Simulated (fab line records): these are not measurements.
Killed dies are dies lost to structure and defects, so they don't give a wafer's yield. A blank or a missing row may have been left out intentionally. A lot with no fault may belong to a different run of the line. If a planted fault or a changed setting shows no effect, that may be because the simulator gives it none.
Matching of chambers :: flow gf180mcu :: cmp-02 running GF_V2_CMP_26: 4 sister chambers
The step polishes, stops on SiO2, t overpolish 15 s, target thk 0 nm. 18 wafers are shown with their chamber, then 9 later ones without.

## WAFERS WITH THEIR CHAMBER
wafer: L886.1
chamber: 1
motor_current_A (A): 10.8
time_to_endpoint_s (s): 86.9
overpolish_run_s (s): 14.997

wafer: L886.3
chamber: 3
motor_current_A (A): 13.1
time_to_endpoint_s (s): 87.9
overpolish_run_s (s): 14.992

wafer: L886.5
chamber: 3
motor_current_A (A): 13.5
time_to_endpoint_s (s): 86.5
overpolish_run_s (s): 15.001

wafer: L889.3
chamber: 3
motor_current_A (A): 13.3
time_to_endpoint_s (s): 88.0
overpolish_run_s (s): 15.001

wafer: L889.4
chamber: 0
motor_current_A (A): 10.2
time_to_endpoint_s (s): 86.2
overpolish_run_s (s): 15.000

wafer: L889.6
chamber: 2
motor_current_A (A): 10.4
time_to_endpoint_s (s): 92.0
overpolish_run_s (s): 14.994

wafer: L890.1
chamber: 0
motor_current_A (A): 11.0
time_to_endpoint_s (s): 83.6
overpolish_run_s (s): 14.998

wafer: L890.2
chamber: 3
motor_current_A (A): 13.3
time_to_endpoint_s (s): 86.0
overpolish_run_s (s): 14.984

wafer: L890.4
chamber: 2
motor_current_A (A): 10.7
time_to_endpoint_s (s): 85.9
overpolish_run_s (s): 15.005

wafer: L895.1
chamber: 2
motor_current_A (A): 11.5
time_to_endpoint_s (s): 90.2
overpolish_run_s (s): 14.996

wafer: L895.3
chamber: 3
motor_current_A (A): 13.4
time_to_endpoint_s (s): 89.9
overpolish_run_s (s): 14.991

wafer: L895.6
chamber: 2
motor_current_A (A): 11.5
time_to_endpoint_s (s): 93.6
overpolish_run_s (s): 15.001

wafer: L904.3
chamber: 0
motor_current_A (A): 10.7
time_to_endpoint_s (s): 89.0
overpolish_run_s (s): 15.009

wafer: L904.5
chamber: 1
motor_current_A (A): 11.4
time_to_endpoint_s (s): 86.6
overpolish_run_s (s): 14.996

wafer: L904.6
chamber: 2
motor_current_A (A): 11.4
time_to_endpoint_s (s): 91.2
overpolish_run_s (s): 15.013

wafer: L903.2
chamber: 2
motor_current_A (A): 10.9
time_to_endpoint_s (s): 84.2
overpolish_run_s (s): 14.976

wafer: L903.3
chamber: 0
motor_current_A (A): 11.0
time_to_endpoint_s (s): 82.7
overpolish_run_s (s): 15.002

wafer: L903.4
chamber: 1
motor_current_A (A): 11.6
time_to_endpoint_s (s): 86.3
overpolish_run_s (s): 15.009

SIGNATURES (means of the wafers above)
reading: motor_current_A
chamber 0: 10.725
chamber 1: 11.267
chamber 2: 11.067
chamber 3: 13.320
scatter within a chamber: 0.374

reading: time_to_endpoint_s
chamber 0: 85.375
chamber 1: 86.600
chamber 2: 89.517
chamber 3: 87.660
scatter within a chamber: 2.69

reading: overpolish_run_s
chamber 0: 15.00225
chamber 1: 15.00067
chamber 2: 14.99750
chamber 3: 14.99380
scatter within a chamber: 0.00914
Rule: a wafer's distance from a chamber is the root of the sum, over the readings, of the square of ((its reading less the chamber's mean) divided by the reading's scatter). If the next closest chamber is less than 2 further off than the closest, the wafer can't be placed; otherwise it belongs to the closest. The scatter is the square root of a quotient: the sum, over the shown wafers, of each reading's squared deviation from its chamber's mean, divided by wafers minus chambers.

## WAFERS MISSING THEIR CHAMBER
wafer: L905.1
motor_current_A (A): 12.8
time_to_endpoint_s (s): 85.7
overpolish_run_s (s): 14.989

wafer: L905.2
motor_current_A (A): 11.1
time_to_endpoint_s (s): 84.2
overpolish_run_s (s): 15.005

wafer: L905.4
motor_current_A (A): 11.2
time_to_endpoint_s (s): 80.8
overpolish_run_s (s): 14.984

wafer: L907.3
motor_current_A (A): 12.8
time_to_endpoint_s (s): 82.0
overpolish_run_s (s): 15.004

wafer: L907.4
motor_current_A (A): 10.8
time_to_endpoint_s (s): 85.5
overpolish_run_s (s): 14.998

wafer: L907.5
motor_current_A (A): 10.6
time_to_endpoint_s (s): 83.1
overpolish_run_s (s): 15.005

wafer: L908.4
motor_current_A (A): 13.7
time_to_endpoint_s (s): 88.4
overpolish_run_s (s): 15.002

wafer: L908.5
motor_current_A (A): 10.3
time_to_endpoint_s (s): 82.3
overpolish_run_s (s): 14.992

wafer: L908.6
motor_current_A (A): 11.0
time_to_endpoint_s (s): 85.3
overpolish_run_s (s): 14.996

## CHAMBER TAKEN BY EACH
wafer: L905.1
from the rows above: 3
in truth: 3

wafer: L905.2
from the rows above: can't be placed: 1 or 0 or 2
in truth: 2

wafer: L905.4
from the rows above: can't be placed: 1 or 0 or 2
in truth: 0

wafer: L907.3
from the rows above: can't be placed: 3 or 1
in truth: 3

wafer: L907.4
from the rows above: can't be placed: 0 or 1 or 2
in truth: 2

wafer: L907.5
from the rows above: can't be placed: 0 or 1 or 2
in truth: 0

wafer: L908.4
from the rows above: 3
in truth: 3

wafer: L908.5
from the rows above: can't be placed: 0 or 1 or 2
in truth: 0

wafer: L908.6
from the rows above: can't be placed: 1 or 0 or 2
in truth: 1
Correct placement for 2 of the 9. These rows do not allow placing 7 (true chamber among the candidates in 7). Number placed wrongly: 0.
